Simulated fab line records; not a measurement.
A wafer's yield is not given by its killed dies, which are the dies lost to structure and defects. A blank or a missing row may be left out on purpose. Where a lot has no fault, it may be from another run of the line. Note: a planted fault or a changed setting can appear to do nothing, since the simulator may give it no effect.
Struck lot and sound lot, side by side -- flow sfqLine -- 21 out of 325 route steps
Sound: wafers L161.2, L161.3, L161.5. Wafers L160.2, L160.5, L160.6 were the ones struck. The cause comes at the end.
Per side, at each step with rows, come the tool, then ch with its chambers, and then its first start. Under that, the readings that differ: sound wafers -- struck wafers -- difference of the means -- sigmas: that difference in standard deviations of wafers without a fault.
alike: readings whose means differ by less than 2 such deviations, and words and numbers that are the same on both sides. not compared: withheld readings, readings that some wafer has no value for, bounds like >300 that may hide the same value, and numbers for which the record gives no deviation and whose values overlap.
The two part at a step that has a row with sigmas, a row that says differs or no value, or rows on one side only. Numbers that don't overlap but have no deviation are shown without sigmas and don't part them. Lack of a reading on every wafer of one side parts them only where that side has two or more wafers.

SFQ_INCOMING_BOW_MEAS_900:
  sound on filmMetro-04, day 4 08:01; struck on filmMetro-02, day 4 03:01
  alike: INCOMING_BOW
then, 1 step without rows for these wafers: SFQ_TRILAYER_INCOMING_OXIDATION_002 (target thk 500 nm, ox time 4939 s).
SFQ_TRILAYER_L0_DEP_SPUTTER_003: material MoNx KI, target thk 40 nm, time 100 s.
  sound on pvdSputter-03, day 4 10:29; struck on pvdSputter-06, day 4 05:29
  alike: throttleValvePct
SFQ_L0_RS_MEAS_901: measures by four-point-probe.
  sound on filmMetro-02, day 4 10:38; struck on filmMetro-02, day 4 05:35
  alike: L0_MONX_KI_RS
SFQ_L0_THK_MEAS_902: measures by xrf.
  sound on filmMetro-02, day 4 10:45; struck on filmMetro-02, day 4 05:41
  alike: L0_MONX_KI_THK
then, 6 steps without rows for these wafers: SFQ_TRILAYER_L0_LITHO_COAT_010 (resist thk 62 nm); SFQ_TRILAYER_L0_LITHO_COAT_005 (resist thk 600 nm); SFQ_TRILAYER_L0_LITHO_SOFTBAKE_009; SFQ_TRILAYER_L0_LITHO_EXPOSE_006 (exposes mask L0, target cd 2000 nm); SFQ_TRILAYER_L0_LITHO_PEB_008 (peb time 60 s); SFQ_TRILAYER_L0_LITHO_DEVELOP_007 (time 60 s).
SFQ_TRILAYER_L0_BARC_OPEN_METAL_ETCH_010: etches BARC in O2, target depth 125 nm, time 41.7 s.
  sound on rieMetal-01 ch 0,1, day 5 15:17; struck on rieMetal-01 ch 0,1, day 5 09:17
  no value came back on the struck wafers for biasW (W), chamberPressureMTorr (mTorr), drypumpMotorCurrentA (A), oesProductAu (a.u.); on the sound wafers biasW (W) reads 80.33 79.88 80.05
reading,sound,struck,difference,sigmas
model.KrF_of_TRILAYER_L0_LITHO_COAT_005.thkNm (nm),521.3 519.6 520.4,574.5 573.7 575.6,+54.2,
  not compared: rfHoursCounterH
SFQ_TRILAYER_L0_ETCH_METAL_ETCH_008: etches MoNx KI in SF6/O2, stops on SiO2, target depth 50 nm, time 25 s.
  sound on rieMetal-01 ch 0,1, day 5 15:21; struck on rieMetal-01 ch 0,1, day 5 09:21
reading,sound,struck,difference,sigmas
oesProductAu (a.u.),0.878 0.883 0.871,0.371 0.371 0.380,-0.503,-83
model.KrF_of_TRILAYER_L0_LITHO_COAT_005.thkNm (nm),479.5 477.8 478,532.6 531.8 533.6,+54.2,
  alike: biasW, chamberPressureMTorr, drypumpMotorCurrentA
  not compared: rfHoursCounterH
SFQ_TRILAYER_L0_STRIP_STRIP_009: strips in O2.
  sound on rieMetal-01 ch 0,1, day 5 15:24; struck on rieMetal-01 ch 0,1, day 5 09:24
  alike: chamberPressureMTorr, drypumpMotorCurrentA, oesProductAu
  not compared: rfHoursCounterH
then, 1 step without rows for these wafers: SFQ_TRILAYER_L0_STRIP_SOLV_CLEAN_010 (cleans in NMP, time 600 s).
SFQ_TRILAYER_L0_CAP_PECVD_011: deposits SiO2 from SiH4/N2O, time 13.333 s, target thk 60 nm.
  sound on pecvd-04 ch 0,1, day 5 16:10; struck on pecvd-04 ch 1,2, day 5 10:10
  alike: heaterPowerW, throttleValvePct
then, 3 steps without rows for these wafers: SFQ_TRILAYER_L0_VIA_LITHO_COAT_018 (resist thk 62 nm); SFQ_TRILAYER_L0_VIA_LITHO_COAT_013 (resist thk 650 nm); SFQ_TRILAYER_L0_VIA_LITHO_SOFTBAKE_017.
-- the record jumps here: 3 days lie between the struck wafers' starts before and after --
SFQ_TRILAYER_L0_VIA_LITHO_EXPOSE_014: exposes mask L0V, target cd 700 nm.
  sound on krfScanner-02 ch 0, day 8 22:25; struck on krfScanner-02, day 8 15:13
  no value came back on the struck wafers for exposureDoseMJCm2, focusOffsetNm (nm), stageVelMmS (mm/s); on the sound wafers exposureDoseMJCm2 reads 21.324 21.301 21.293
  alike: mask
then, 1 step without rows for these wafers: SFQ_TRILAYER_L0_VIA_LITHO_PEB_016 (peb time 60 s).

WHERE THEY PART
Last at SFQ_TRILAYER_L0_VIA_LITHO_EXPOSE_014 as far as this record goes, first at SFQ_TRILAYER_L0_BARC_OPEN_METAL_ETCH_010.

WHY: whatever the simulator had introduced
At SFQ_TRILAYER_L0_BARC_OPEN_METAL_ETCH_010, the step was skipped entirely on rieMetal-01 from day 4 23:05 on. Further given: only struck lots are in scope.
